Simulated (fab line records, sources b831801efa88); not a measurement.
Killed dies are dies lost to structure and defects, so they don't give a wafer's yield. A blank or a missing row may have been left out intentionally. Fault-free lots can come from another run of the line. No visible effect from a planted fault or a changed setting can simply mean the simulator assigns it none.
Which of the tools did it?    flow sky130    Sampling: 13 lots, 39 wafers, 2 of 708 route steps

== WHAT THE GAUGES SHOWED, per wafer ==
SKY_GATE_OXIDE_TW_MEAS_14. Usual: GATE_OXIDE_TW typically reads 222.1, with standard deviation 1.7.
lot   measured      on             GATE_OXIDE_TW      flag
L969  day 14 00:28  film_metro-02  223.1 223.4 222.5  
L968  day 14 02:10  film_metro-04  220.3 221.5 222.1  
L970  day 14 09:07  film_metro-02  222.6 223.0 222.4  
L973  day 15 16:47  film_metro-01  224.1 224.7 223.2  
L972  day 15 17:37  film_metro-04  218.9 219.5 218.9  
L974  day 15 20:17  film_metro-01  224.6 224.0 224.1  
L975  day 16 02:55  film_metro-01  221.2 223.0 221.9  
L976  day 16 15:12  film_metro-02  224.3 223.9 224.2  
L977  day 17 02:56  film_metro-02  222.3 221.5 221.8  
L980  day 17 20:00  film_metro-02  222.0 223.1 221.7  
L986  day 20 08:28  film_metro-04  220.3 221.3 220.2  
L985  day 20 10:43  film_metro-01  222.5 224.0 224.3  
L988  day 20 19:22  film_metro-01  223.3 222.3 223.3  

SKY_POLY_GATE_OVL_MEAS_14. Usual: POLY_GATE_OVL typically reads -1 nm, with standard deviation 5.2.
lot   measured      on          POLY_GATE_OVL (nm)  flag
L969  day 16 12:27  overlay-01  -7 -8 -9            
L968  day 16 14:14  overlay-01  0 10 -2             
L970  day 17 00:40  overlay-01  3 -2 7              
L973  day 18 07:26  overlay-01  1 4 -4              
L972  day 18 10:02  overlay-02  -6 -6 -8            
L974  day 18 10:24  overlay-01  12 2 1              
L975  day 18 16:57  overlay-01  0 4 4               
L976  day 19 10:27  overlay-02  -8 -2 -1            
L977  day 20 01:23  overlay-01  1 -1 -3             
L980  day 20 14:53  overlay-01  -1 2 7              
L986  day 23 02:25  overlay-02  1 -6 -3             
L985  day 23 05:21  overlay-02  -1 9 11             
L988  day 23 13:53  overlay-02  -2 -8 0             

== TOOL THAT RAN EACH LOT (tool first, then ch and the chambers of the sampled wafers, then the start) ==
Before these readings, the record contains no process step.

== AS READ BY THE TOOLS THEMSELVES (means over the sampled wafers that have a number; for cases with no such wafer, the mark the record gives instead) ==
The record holds no such reading with a usual standard deviation.

== THE ANSWER, worked out from the rows above alone ==
Rule: lot off if the mean of its wafers having a number is beyond 3 standard deviations from the usual mean. A lot without any number at a reading at which 4 lots or more have one is off too. Where the step has rows for the other lots, those lots are counted as sound. After the gauges, taken in route order, come the tools' own readings; for these a lot's mean is taken, as printed above. At the first step where some lot is off, the reading lying furthest off is the one used; lots without a number count as furthest.
Across all readings shown, no lot is off: no conclusion can be drawn from this.

== WHAT THE SIMULATOR PUT IN ==
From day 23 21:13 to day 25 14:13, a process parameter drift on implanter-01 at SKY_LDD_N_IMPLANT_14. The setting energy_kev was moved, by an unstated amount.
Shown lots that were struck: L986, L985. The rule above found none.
